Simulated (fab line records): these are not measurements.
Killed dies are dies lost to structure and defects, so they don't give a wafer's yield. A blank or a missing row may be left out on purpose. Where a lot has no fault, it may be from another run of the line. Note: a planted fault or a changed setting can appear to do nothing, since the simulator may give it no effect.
Which tool did it? :: flow sky130 :: 6 lots, 18 wafers sampled, at 2 steps of a route of 708

## WHAT THE GAUGES READ, wafer by wafer
SKY_VIA4_THK_MEAS_01.
lot: L894
measured: day 42 22:46
on: filmMetro-03
VIA4_HDPCVD_THK (nm): 1770 1744 1784

lot: L897
measured: day 44 03:06
on: filmMetro-03
VIA4_HDPCVD_THK (nm): 1788 1780 1775

lot: L899
measured: day 44 13:38
on: filmMetro-02
VIA4_HDPCVD_THK (nm): 1763 1754 1796

lot: L906
measured: day 46 03:58
on: filmMetro-02
VIA4_HDPCVD_THK (nm): 1780 1805 1783

lot: L909
measured: day 46 23:52
on: filmMetro-03
VIA4_HDPCVD_THK (nm): 1786 1742 1790

lot: L913
measured: day 48 01:03
on: filmMetro-04
VIA4_HDPCVD_THK (nm): 1785 1793 1791

## WHAT TOOL EACH LOT RAN ON (gives the tool, then ch and the chambers of the sampled wafers, and finally the start)
lot: L894
SKY_CAP2M_STRIP_14: plasmaAsher-02 ch 0,1, day 41 21:32

lot: L897
SKY_CAP2M_STRIP_14: plasmaAsher-01 ch 0,1, day 43 02:12

lot: L899
SKY_CAP2M_STRIP_14: plasmaAsher-02 ch 0,1, day 43 13:13

lot: L906
SKY_CAP2M_STRIP_14: plasmaAsher-02 ch 0,1, day 45 03:44

lot: L909
SKY_CAP2M_STRIP_14: plasmaAsher-03 ch 0,1, day 46 01:04

lot: L913
SKY_CAP2M_STRIP_14: plasmaAsher-02 ch 0,1, day 46 23:11
- SKY_CAP2M_STRIP_14: strips in O2/N2.

## THE ANSWER, worked out from the rows above alone
Rule: what is usual is taken from the lots themselves. The widest of any qualifying gaps counts: lots, ordered by their means at a reading, are off when they make up no more than a third of the lots, leave a main group of 4 or more, and stand apart from it by 3 or more times the standard deviation of that group's means. The tables above print the reading to a certain number of digits; a main group whose means all agree to those digits is not used. Also off: a lot with no number at a reading for which 4 or more lots have one. The other lots that the step has rows for count as sound.
No lot is off on any of the readings shown, so nothing can be concluded from this.

## WHAT WAS PUT IN BY THE SIMULATOR
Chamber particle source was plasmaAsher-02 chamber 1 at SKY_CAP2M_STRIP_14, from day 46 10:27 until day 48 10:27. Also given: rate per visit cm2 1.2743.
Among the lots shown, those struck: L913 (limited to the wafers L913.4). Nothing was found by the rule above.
